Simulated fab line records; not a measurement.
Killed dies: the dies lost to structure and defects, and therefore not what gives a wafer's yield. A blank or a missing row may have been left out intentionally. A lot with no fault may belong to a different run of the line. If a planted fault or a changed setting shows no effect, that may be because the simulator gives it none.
fab line records -- flow sky130
record lots=5, wafers=15, last-day=49
route steps=708 shown FIELD_ISO@1 PAD_OPEN@708
lots that met no fault: taken from a fault-free run of the same line
start-h: hours from the record's first day to the start of the lot's first wafer shown -- wait-h: hours elapsed since this lot's preceding step -- " repeats the value in the row above -- L1.1+2: several wafers, shown together as one row -- - no value present, or no start provided -- * or withheld: withheld -- < > ~ a bound
route shown NAME@n: NAME is a module with steps in the file, n the number in the route of the first one -- usual: the fault-free wafers' mean and standard deviation -- same: alike in all rows -- chamber/n: place in a boat -- sites: each site's reading -- _std_site: their standard deviation -- _edge_site: the outer-site mean with the inner-site mean subtracted -- radius-mm: how far each site lies from the wafer's centre -- mask NAME#n: copy n -- behind: the tool/chamber that last shaped the wafer -- hold: why the lot went on hold/how many hours it stayed there/how the hold came to an end -- device: transistor that didn't switch, given as n, p or np -- end of line: the route-end tests of the same wafers -- step lacking rows: just its recipe -- killed: the dies lost at the first sort to structure and to defects; this is not the yield of the wafer -- map: shows each die of a wafer: x if killed, . if not, _ if none is there
set.NAME: the setting the step ran with; set.NAME@STEP: the setting that earlier step ran with -- model.NAME: the simulator's own value behind a step, which no gauge read
a table for each step, a row for each wafer; lots at some steps of the route
services: from which hour (start-h, from the record's first day; less than 0 if before it) a tool's chamber was out of use, for how many hours, and why
## steps
# step SKY_FIELD_ISO_BOW_MEAS_00
# recipe mode=bow
# usual INCOMING_BOW=-1/6.6
lot.wafer,tool,chamber,start-h,wait-h,INCOMING_BOW[um]
L729.2,film-metro-04,-,15.02,-,0
L729.3,film-metro-04,-,15.02,-,2
L729.4,film-metro-04,-,15.02,-,-4
L733.3,film-metro-01,-,35.04,-,-10
L733.4,film-metro-01,-,35.04,-,1
L733.6,film-metro-01,-,35.04,-,-2
L737.1,film-metro-03,-,55.00,-,-3
L737.3,film-metro-03,-,55.00,-,-12
L737.5,film-metro-03,-,55.00,-,-6
L745.1,film-metro-01,-,95.00,-,-7
L745.3,film-metro-01,-,95.00,-,-5
L745.6,film-metro-01,-,95.00,-,9
L748.3,film-metro-01,-,110.04,-,1
L748.4,film-metro-01,-,110.04,-,-6
L748.5,film-metro-01,-,110.04,-,2
# step SKY_FIELD_ISO_OXIDATION_01
# recipe temp-c=900, ambient=O2, stabilise-s=600, purge-s=300, target-thk-a=120, ox-time-s=1843
# step SKY_FIELD_ISO_THK_MEAS_02
# recipe reads=SiO2_of_FIELD_ISO_OXIDATION_01
# usual FIELD_ISO_OXIDATION_00_THK=11.97/0.25
lot.wafer,tool,chamber,start-h,wait-h,FIELD_ISO_OXIDATION_00_THK[nm]
L729.2,film-metro-01,-,19.62,0.0,12.06
L729.3,film-metro-01,-,19.62,0.0,11.97
L729.4,film-metro-01,-,19.62,0.0,12.01
L733.3,film-metro-03,-,38.37,0.0,11.92
L733.4,film-metro-03,-,38.37,0.0,11.90
L733.6,film-metro-03,-,38.37,0.0,11.85
L737.1,film-metro-01,-,56.63,0.0,11.99
L737.3,film-metro-01,-,56.63,0.0,11.91
L737.5,film-metro-01,-,56.63,0.0,11.87
L745.1,film-metro-03,-,96.67,0.0,12.13
L745.3,film-metro-03,-,96.67,0.0,12.14
L745.6,film-metro-03,-,96.67,0.0,12.33
L748.3,film-metro-04,-,113.31,0.0,11.97
L748.4,film-metro-04,-,113.31,0.0,12.03
L748.5,film-metro-04,-,113.31,0.0,12.01
# step SKY_FIELD_ISO_CVD_03
# recipe material=Si3N4, precursor=DCS/NH3, target-thk-nm=165, temp-c=770, time-s=2830, pressure-mtorr=250
# step SKY_FIELD_ISO_THK_MEAS_04
# recipe reads=Si3N4_of_FIELD_ISO_CVD_03
# usual FIELD_ISO_CVD_03_THK=164.3/1
lot.wafer,tool,chamber,start-h,wait-h,FIELD_ISO_CVD_03_THK[nm]
L729.2,film-metro-01,-,22.73,0.0,162.1
L729.3,film-metro-01,-,22.73,0.0,162.6
L729.4,film-metro-01,-,22.73,0.0,163.2
L733.3,film-metro-03,-,40.22,0.0,162.4
L733.4,film-metro-03,-,40.22,0.0,162.6
L733.6,film-metro-03,-,40.22,0.0,163.9
L737.1,film-metro-03,-,58.48,0.0,165.3
L737.3,film-metro-03,-,58.48,0.0,166.2
L737.5,film-metro-03,-,58.48,0.0,163.9
L745.1,film-metro-04,-,101.96,0.0,167.4
L745.3,film-metro-04,-,101.96,0.0,166.2
L745.6,film-metro-04,-,101.96,0.0,165.1
L748.3,film-metro-03,-,116.32,0.0,163.3
L748.4,film-metro-03,-,116.32,0.0,165.8
L748.5,film-metro-03,-,116.32,0.0,164.7
# step SKY_FIELD_ISO_DEHYDRATE_05
# recipe temp-c=200, time-s=60
# step SKY_FIELD_ISO_HMDS_06
# recipe prime-time-s=60, prime-temp-c=120
# step SKY_FIELD_ISO_COAT_07
# recipe resist=BARC, temp-c=withheld, time-s=withheld, spin-rpm=3000, resist-thk-nm=60
# step SKY_FIELD_ISO_COAT_08
# recipe resist=KrF-thick, spin-rpm=3000, resist-thk-nm=450
# step SKY_FIELD_ISO_SOFTBAKE_09
# recipe temp-c=100, time-s=90, resist=KrF-thick
# step SKY_FIELD_ISO_EXPOSE_10
# recipe mask-id=FOM, na=0.68, source-shape=annular, sigma-inner=0.4, sigma-outer=0.8, target-cd-nm=150, dose-mj=28
# usual focus-offset-nm=0.2/0.49
lot.wafer,tool,chamber,start-h,wait-h,mask,focus-offset-nm
L729.2,krf-scanner-01,0,30.36,-,FOM#0,0.2
L729.3,krf-scanner-01,0,30.36,-,FOM#0,-0.1
L729.4,krf-scanner-01,0,30.36,-,FOM#0,-0.4
L733.3,krf-scanner-02,0,47.92,-,FOM#0,-0.7
L733.4,krf-scanner-02,0,47.92,-,FOM#0,1.2
L733.6,krf-scanner-02,0,47.92,-,FOM#0,0.5
L737.1,krf-scanner-01,0,66.61,-,FOM_R1#0,0.5
L737.3,krf-scanner-01,0,66.61,-,FOM_R1#0,-0.3
L737.5,krf-scanner-01,0,66.61,-,FOM_R1#0,-0.3
L745.1,krf-scanner-02,0,111.74,-,FOM#0,-0.4
L745.3,krf-scanner-02,0,111.74,-,FOM#0,-0.1
L745.6,krf-scanner-02,0,111.74,-,FOM#0,-0.6
L748.3,krf-scanner-02,0,125.14,-,FOM#0,0.3
L748.4,krf-scanner-02,0,125.14,-,FOM#0,0.3
L748.5,krf-scanner-02,0,125.14,-,FOM#0,0.3
# step SKY_FIELD_ISO_PEB_11
# recipe peb-temp-c=withheld, peb-time-s=withheld, resist=KrF-thick
# step SKY_FIELD_ISO_DEVELOP_12
# recipe develop-time-s=60, resist=KrF-thick, dev-temp-c=21
# step SKY_FIELD_ISO_CD_MEAS_13
# recipe target-cd-nm=150
# usual cd-nm=150.3/1.4
lot.wafer,tool,chamber,start-h,wait-h,cd-nm
L729.2,cd-sem-01,-,36.75,-,149.0
L729.3,cd-sem-01,-,36.75,-,148.2
L729.4,cd-sem-01,-,36.75,-,149.3
L733.3,cd-sem-02,-,55.32,-,150.9
L733.4,cd-sem-02,-,55.32,-,150.3
L733.6,cd-sem-02,-,55.32,-,152.0
L737.1,cd-sem-02,-,74.97,-,135.3
L737.3,cd-sem-02,-,74.97,-,133.3
L737.5,cd-sem-02,-,74.97,-,133.5
L745.1,cd-sem-02,-,119.77,-,150.7
L745.3,cd-sem-02,-,119.77,-,150.1
L745.6,cd-sem-02,-,119.77,-,150.2
L748.3,cd-sem-02,-,135.06,-,152.9
L748.4,cd-sem-02,-,135.06,-,151.0
L748.5,cd-sem-02,-,135.06,-,150.6
# step SKY_FIELD_ISO_ETCH_14
# recipe chemistry=N2/H2, target=BARC, ion-energy-ev=200, source-w=500, bias-w=100, pressure-mtorr=30, n2-flow-sccm=100, h2-flow-sccm=200, stop-on=SiO2, time-s=45.9, target-depth-a=600
# usual bias-w=100.0/0.31, drypump-motor-current-A=5.9/0.38, oes-product-au=0.854/0.0049, throttle-valve-pct=13.226/0.0094
lot.wafer,tool,chamber,start-h,wait-h,bias-w,drypump-motor-current-A,oes-product-au,rf-hours-counter-h,throttle-valve-pct,model.FIELD_ISO.cd-nm
L729.2,rie-diel-04,2,36.85,0.1,100.2,6.0,0.850,72,13.220,149.6
L729.3,rie-diel-04,0,36.85,0.1,100.3,6.4,0.854,110,13.230,148.8
L729.4,rie-diel-04,3,36.85,0.1,99.5,5.7,0.857,28,13.228,149.2
L733.3,rie-diel-03,1,55.40,0.1,99.9,5.5,0.849,82,13.215,151.1
L733.4,rie-diel-03,3,55.40,0.1,100.5,5.9,0.858,12,13.216,151.5
L733.6,rie-diel-03,1,55.40,0.1,100.2,5.5,0.864,-,13.226,152.2
L737.1,rie-diel-04,2,75.09,0.1,99.9,5.9,0.856,72,13.215,134.9
L737.3,rie-diel-04,3,75.09,0.1,99.8,5.7,0.851,29,13.235,133.4
L737.5,rie-diel-04,1,75.09,0.1,100.4,5.9,0.854,-,13.227,133.6
L745.1,rie-diel-02,2,119.89,0.1,99.7,6.1,0.849,51,13.226,150.8
L745.3,rie-diel-02,1,119.89,0.1,100.2,5.3,0.852,1,13.235,150.1
L745.6,rie-diel-02,2,119.89,0.1,100.0,6.1,0.853,-,13.229,150.3
L748.3,rie-diel-02,0,135.14,0.1,99.9,5.9,0.861,3,13.227,153.1
L748.4,rie-diel-02,3,135.14,0.1,100.0,6.3,0.855,150,13.205,150.5
L748.5,rie-diel-02,2,135.14,0.1,99.8,6.2,0.853,-,13.228,150.6
# step SKY_FIELD_ISO_ETCH_15
# recipe chemistry=CHF3/O2, target-depth-nm=180, stop-on=Si, source-w=600, bias-w=200, pressure-mtorr=40, chf3-flow-sccm=50, O2_flow_sccm=5, time-s=72
# usual bias-w=199.9/0.62, drypump-motor-current-A=5.8/0.38, oes-product-au=0.943/0.0053, throttle-valve-pct=8.844/0.0096
lot.wafer,tool,chamber,start-h,wait-h,bias-w,drypump-motor-current-A,oes-product-au,rf-hours-counter-h,throttle-valve-pct
L729.2,rie-diel-04,2,36.89,0.0,200.5,6.0,0.926,72,8.841
L729.3,rie-diel-04,0,36.89,0.0,200.4,6.4,0.935,110,8.826
L729.4,rie-diel-04,3,36.89,0.0,199.4,5.7,0.948,28,8.841
L733.3,rie-diel-03,1,55.44,0.0,198.8,5.6,0.940,82,8.835
L733.4,rie-diel-03,3,55.44,0.0,198.9,5.9,0.939,12,8.836
L733.6,rie-diel-03,1,55.44,0.0,199.5,5.6,0.943,-,8.839
L737.1,rie-diel-04,2,75.13,0.0,200.6,5.9,0.951,72,8.857
L737.3,rie-diel-04,3,75.13,0.0,199.1,5.7,0.945,29,8.850
L737.5,rie-diel-04,1,75.13,0.0,199.7,5.9,0.944,-,8.837
L745.1,rie-diel-02,2,119.93,0.0,200.8,6.1,0.951,51,8.856
L745.3,rie-diel-02,1,119.93,0.0,200.1,5.3,0.949,1,8.837
L745.6,rie-diel-02,2,119.93,0.0,200.6,6.1,0.949,-,8.836
L748.3,rie-diel-02,0,135.18,0.0,198.4,5.9,0.940,3,8.849
L748.4,rie-diel-02,3,135.18,0.0,199.5,6.3,0.947,150,8.870
L748.5,rie-diel-02,2,135.18,0.0,199.3,6.1,0.952,-,8.857
# step SKY_FIELD_ISO_STRIP_16
# recipe chemistry=O2/N2, power-w=1400, pressure-mtorr=1500, platen-temp-c=withheld, o2-flow-sccm=3000, n2-flow-sccm=300, overash-fraction=0.5
# usual drypump-motor-current-A=6.0/0.38, oes-product-au=0.378/0.0054, strip-time-to-endpoint-s=3.54/0.04
lot.wafer,tool,chamber,start-h,wait-h,drypump-motor-current-A,oes-product-au,rf-hours-counter-h,strip-time-to-endpoint-s
L729.2,plasma-asher-01,0,36.95,0.0,6.4,0.377,36,3.55
L729.3,plasma-asher-01,0,36.95,0.0,6.4,0.372,-,3.45
L729.4,plasma-asher-01,1,36.95,0.0,5.9,0.373,-,3.54
L733.3,plasma-asher-03,1,55.53,0.1,6.0,0.369,-,3.51
L733.4,plasma-asher-03,0,55.53,0.1,6.4,0.373,-,3.51
L733.6,plasma-asher-03,0,55.53,0.1,6.4,0.382,-,3.50
L737.1,plasma-asher-03,0,75.19,0.0,6.4,0.381,38,3.55
L737.3,plasma-asher-03,0,75.19,0.0,6.4,0.377,-,3.54
L737.5,plasma-asher-03,0,75.19,0.0,6.4,0.379,-,3.49
L745.1,plasma-asher-04,0,119.99,0.0,5.3,0.384,30,3.57
L745.3,plasma-asher-04,0,119.99,0.0,5.3,0.379,-,3.53
L745.6,plasma-asher-04,0,119.99,0.0,5.2,0.381,-,3.57
L748.3,plasma-asher-04,0,135.27,0.1,5.3,0.382,-,3.61
L748.4,plasma-asher-04,1,135.27,0.1,5.9,0.388,-,3.64
L748.5,plasma-asher-04,0,135.27,0.1,5.3,0.372,-,3.63
# step SKY_FIELD_ISO_ETCH_17
# recipe target-depth-a=3420, mask-material=Si3N4, chemistry=HBr/Cl2/O2, target=Si, taper-deg=5, icp-w=600, bias-w=150, pressure-mtorr=15, HBr_flow_sccm=150, Cl2_flow_sccm=40, O2_flow_sccm=6, time-s=97.7
# usual bias-w=150.0/0.46, drypump-motor-current-A=5.7/0.5, oes-product-au=1.005/0.011, throttle-valve-pct=25.653/0.012
lot.wafer,tool,chamber,start-h,wait-h,bias-w,drypump-motor-current-A,oes-product-au,rf-hours-counter-h,throttle-valve-pct,model.FIELD_ISO.cd-nm
L729.2,rie-si-02,0,37.05,0.1,149.2,5.3,1.011,1,25.641,150.2
L729.3,rie-si-02,1,37.05,0.1,149.7,6.0,0.994,65,25.677,148.6
L729.4,rie-si-02,1,37.05,0.1,149.2,6.1,0.989,-,25.655,147.8
L733.3,rie-si-02,0,55.60,0.0,150.4,5.3,1.009,1,25.653,150.3
L733.4,rie-si-02,2,55.60,0.0,149.6,5.6,1.002,0,25.649,153.5
L733.6,rie-si-02,2,55.60,0.0,149.7,5.6,1.004,-,25.649,152.4
L737.1,rie-si-02,1,75.29,0.1,150.5,6.0,0.995,66,25.660,137.4
L737.3,rie-si-02,0,75.29,0.1,150.9,5.3,1.014,1,25.636,133.3
L737.5,rie-si-02,3,75.29,0.1,149.7,6.4,1.010,-,25.635,135.4
L745.1,rie-si-02,1,120.09,0.1,149.9,6.1,1.002,66,25.644,150.6
L745.3,rie-si-02,0,120.09,0.1,149.9,5.3,1.020,2,25.624,150.8
L745.6,rie-si-02,3,120.09,0.1,149.5,6.4,1.015,-,25.648,149.3
L748.3,rie-si-02,3,135.34,0.0,149.7,6.4,1.011,58,25.648,154.6
L748.4,rie-si-02,2,135.34,0.0,150.9,5.5,0.987,1,25.662,151.6
L748.5,rie-si-02,1,135.34,0.0,149.3,6.1,0.985,-,25.650,149.9
# step SKY_FIELD_ISO_WET_ETCH_18
# recipe chemistry=H3PO4, target-depth-nm=25, temp-c=160, target=Si3N4, time-s=286
# step SKY_PAD_OPEN_PROBE_99
# usual killed_at_M0_to_M3=44/7.1, killed_at_M4_up=3.3/1.8, killed-at-contacts=24/5.1, killed-at-front-end=16/4.7, killed-at-other=0.3/0.52, killed-dies=87/9.7, killed-open=47/6.8, killed-short=39/6.7
# same gross-dies=492, killed-at-back-side=0
lot.wafer,tool,chamber,start-h,wait-h,killed_at_M0_to_M3,killed_at_M4_up,killed-at-contacts,killed-at-front-end,killed-at-other,killed-dies,killed-open,killed-short,model.etest.pfet-g5v0d10v5.r-on-ohm-um,model.etest.res-pdiff.line-ohm-um,model.etest.res-ndiff.line-ohm-um,model.etest.sram-nfet-pass.drive-ua-um,model.etest.sonos-uncharged.r-on-ohm-um,model.etest.res-pdiff.width-nm,model.etest.res-ndiff.width-nm,model.etest.sram-pfet-latch.drive-ua-um
L729.2,prober-01,-,1071.28,0.1,41,5,27,15,0,88,61,26,4728,1386,757.5,501.4,810.6,142.9,156.9,146.1
L729.3,prober-01,-,1071.33,0.2,53,5,29,15,0,102,60,42,4837,1399,765.4,487.1,823.6,142,154.1,131.7
L729.4,prober-01,-,1071.38,0.2,53,4,33,11,0,101,56,44,4794,1404,765.5,501.8,812.4,141.4,153.2,137.7
L733.3,prober-02,-,1097.93,0.2,48,0,18,21,1,88,45,43,4769,1393,765.6,486.5,801,143.8,156.5,146.7
L733.4,prober-02,-,1097.98,0.2,36,3,25,15,1,80,42,37,4676,1366,755.1,517.9,796.4,147.8,159.8,142.1
L733.6,prober-02,-,1098.08,0.2,44,3,24,16,0,87,51,36,4762,1344,757,496,824.9,145.3,158.6,142.3
L737.1,prober-02,-,1125.68,0.1,48,8,19,17,2,94,53,39,4896,1510,838.4,432.7,833.7,131.1,144,125.4
L737.3,prober-02,-,1125.78,0.2,48,4,21,22,0,95,44,38,4917,1530,870.2,443.3,842.8,126.5,139.2,121.9
L737.5,prober-02,-,1125.88,0.2,50,5,30,19,0,104,62,37,4917,1526,849.3,455.2,842.8,129.2,141.3,128.7
L745.1,prober-01,-,1171.47,0.1,46,5,25,14,0,90,55,35,4792,1333,769.7,507.1,811,143.9,157.2,146.3
L745.3,prober-01,-,1171.57,0.2,45,3,31,12,1,92,51,41,4709,1331,779.2,497.9,792.5,143.9,157,147.9
L745.6,prober-01,-,1171.72,0.2,52,8,14,10,0,84,42,42,4813,1365,774.7,516.3,808.1,142.8,155.7,149.4
L748.3,prober-01,-,1175.94,0.2,40,0,37,16,1,94,50,44,4697,1355,756.4,502.4,829.4,146.8,160.9,156.4
L748.4,prober-01,-,1175.99,0.2,32,3,26,10,0,71,46,25,4666,1352,777.8,477.6,831.5,145.1,158.4,147.6
L748.5,prober-01,-,1176.04,0.2,37,3,20,19,0,79,42,37,4703,1398,777.1,490.2,835.6,143,156.2,149.8
# killed by level:class
L729.2 CONTACT:geometric-particle:open=15 VIA2:geometric-particle:open=9 VIA1:geometric-particle:open=8 VIA3:geometric-particle:open=7 FIELD_ISO:geometric-particle:open=5 SPACER:geometric-particle:open=4 METAL2:geometric-particle:short=4 METAL1:geometric-particle:short=4
L729.3 VIA1:geometric-particle:open=16 LI_CONTACT:geometric-particle:open=12 CONTACT:geometric-particle:open=9 METAL2:geometric-particle:short=8 VIA2:geometric-particle:open=7 VIA1:geometric-particle:short=6 METAL1:geometric-particle:short=5 VIA3:geometric-particle:open=5
L729.4 LI_CONTACT:geometric-particle:open=14 CONTACT:geometric-particle:open=11 METAL2:geometric-particle:short=9 VIA1:geometric-particle:open=7 VIA2:geometric-particle:open=7 VIA2:geometric-particle:short=6 FIELD_ISO:geometric-particle:short=4 FIELD_ISO:geometric-particle:open=4
L733.3 VIA1:geometric-particle:open=10 VIA2:geometric-particle:open=8 VIA3:geometric-particle:open=7 METAL1:geometric-particle:short=6 LOCAL_INTERCONNECT:geometric-particle:short=5 POLY_GATE:geometric-particle:open=5 POLY_GATE:geometric-particle:short=5 LI_CONTACT:geometric-particle:open=5
L733.4 VIA1:geometric-particle:open=7 VIA3:geometric-particle:open=6 CONTACT:geometric-particle:open=6 CONTACT:geometric-particle:short=6 METAL1:geometric-particle:short=6 FIELD_ISO:geometric-particle:open=5 LI_CONTACT:geometric-particle:open=5 LI_CONTACT:geometric-particle:short=5
L733.6 CONTACT:geometric-particle:open=10 METAL2:geometric-particle:short=9 VIA3:geometric-particle:open=9 VIA2:geometric-particle:open=8 VIA1:geometric-particle:open=6 FIELD_ISO:geometric-particle:open=5 LOCAL_INTERCONNECT:geometric-particle:short=5 LI_CONTACT:geometric-particle:open=4
L737.1 VIA1:geometric-particle:open=16 CONTACT:geometric-particle:open=10 METAL2:geometric-particle:short=8 VIA2:geometric-particle:open=7 POLY_GATE:geometric-particle:short=5 METAL4:geometric-particle:short=5 FIELD_ISO:geometric-particle:open=4 LOCAL_INTERCONNECT:geometric-particle:short=4
L737.3 FIELD_ISO:area-expose=12 CONTACT:geometric-particle:open=8 VIA2:geometric-particle:open=8 VIA1:geometric-particle:open=7 VIA3:geometric-particle:open=6 VIA1:geometric-particle:short=6 METAL2:geometric-particle:short=5 LOCAL_INTERCONNECT:geometric-particle:short=4
L737.5 VIA1:geometric-particle:open=21 CONTACT:geometric-particle:open=14 LI_CONTACT:geometric-particle:open=6 FIELD_ISO:geometric-particle:short=5 CONTACT:geometric-particle:short=5 VIA3:geometric-particle:open=5 METAL4:geometric-particle:short=4 SPACER:geometric-particle:open=4
L745.1 LI_CONTACT:geometric-particle:open=11 VIA1:geometric-particle:open=10 VIA2:geometric-particle:open=9 CONTACT:geometric-particle:open=7 POLY_GATE:geometric-particle:open=5 LOCAL_INTERCONNECT:geometric-particle:short=5 METAL2:geometric-particle:short=5 VIA1:geometric-particle:short=5
L745.3 LI_CONTACT:geometric-particle:open=14 VIA1:geometric-particle:open=14 CONTACT:geometric-particle:open=8 CONTACT:geometric-particle:short=7 METAL1:geometric-particle:short=7 VIA3:geometric-particle:open=6 METAL2:geometric-particle:short=5 VIA3:geometric-particle:short=4
L745.6 VIA1:geometric-particle:open=9 METAL1:geometric-particle:short=7 VIA2:geometric-particle:open=7 LI_CONTACT:geometric-particle:open=6 VIA1:geometric-particle:short=6 VIA3:geometric-particle:open=5 FIELD_ISO:geometric-particle:short=4 METAL1:geometric-particle:open=4
L748.3 CONTACT:geometric-particle:open=17 LI_CONTACT:geometric-particle:open=8 METAL1:geometric-particle:short=6 VIA1:geometric-particle:open=6 VIA1:geometric-particle:short=6 METAL2:geometric-particle:short=6 FIELD_ISO:geometric-particle:open=5 LI_CONTACT:geometric-particle:short=5
L748.4 CONTACT:geometric-particle:open=12 VIA1:geometric-particle:short=8 LI_CONTACT:geometric-particle:open=7 VIA3:geometric-particle:open=6 VIA1:geometric-particle:open=5 CONTACT:geometric-particle:short=3 POLY_GATE:geometric-particle:open=3 LOCAL_INTERCONNECT:geometric-particle:short=3
L748.5 CONTACT:geometric-particle:open=9 VIA1:geometric-particle:open=8 FIELD_ISO:geometric-particle:short=6 VIA3:geometric-particle:open=6 POLY_GATE:geometric-particle:short=5 LI_CONTACT:geometric-particle:open=5 FIELD_ISO:geometric-particle:open=4 VIA2:geometric-particle:open=4
## services
tool,chamber,start-h,hours,kind
plasma-asher-01,-,22.47,3.1,repair
plasma-asher-01,-,25.75,1.7,repair
krf-scanner-02,-,26.17,0.3,repair
rie-diel-02,0,26.56,9.0,repair
rie-si-02,-,27.85,0.5,repair
rie-si-02,2,30.81,-,clean
rie-si-02,2,30.81,21.6,scheduled-down
rie-si-02,2,30.81,21.6,vent-cycle
krf-scanner-01,-,42.63,0.8,pm
krf-scanner-02,-,44.56,2.9,repair
rie-diel-02,1,46.27,-,clean
rie-diel-02,1,46.27,18.7,scheduled-down
plasma-asher-04,-,55.72,8.7,repair
rie-diel-02,3,59.13,5.2,repair
krf-scanner-02,-,65.03,1.0,pm
krf-scanner-01,-,74.96,0.2,repair
krf-scanner-01,-,84.68,1.0,pm
rie-diel-04,0,92.44,6.0,repair
krf-scanner-02,-,101.85,0.8,pm
krf-scanner-01,-,110.15,3.6,pm
krf-scanner-01,-,119.33,1.3,pm
rie-diel-03,3,121.24,6.6,repair
rie-diel-03,0,122.27,2.3,repair
krf-scanner-02,-,132.37,0.5,repair
## key
first-sign step=SKY_FIELD_ISO_EXPOSE_10, reading=mask, direction=changed
effect step=SKY_FIELD_ISO_CD_MEAS_13, reading=cd-nm, direction=down, sigmas=11, usual=150.3, struck=134.1
model-effect step=SKY_FIELD_ISO_ETCH_14, value=FIELD_ISO.cd-nm, without=152, struck=134
model-effect step=SKY_FIELD_ISO_ETCH_17, value=FIELD_ISO.cd-nm, without=153.4, struck=135.4
model-effect step=SKY_PAD_OPEN_PROBE_99, value=etest.pfet-g5v0d10v5.r-on-ohm-um, without=4702, struck=4910
met-at SKY_FIELD_ISO_EXPOSE_10
struck-wafers L737.1,L737.3,L737.5
tester-left-out L737
onset-between 30.36 66.61
fault kind=wrong-mask, tool=any, chamber=-, onset-h=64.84, steps=SKY_FIELD_ISO_EXPOSE_10, aux-copy=FOM_R1#0, cd-offset-nm=-18, scope=struck-lots-only
# tester-left-out: of these lots the tester's yield and bins aren't shown, on N5 and GAA mostly nor the transistor test; their killed dies are dies lost to structure and defects alone, not to doping, threshold or leakage, so they don't give the yield
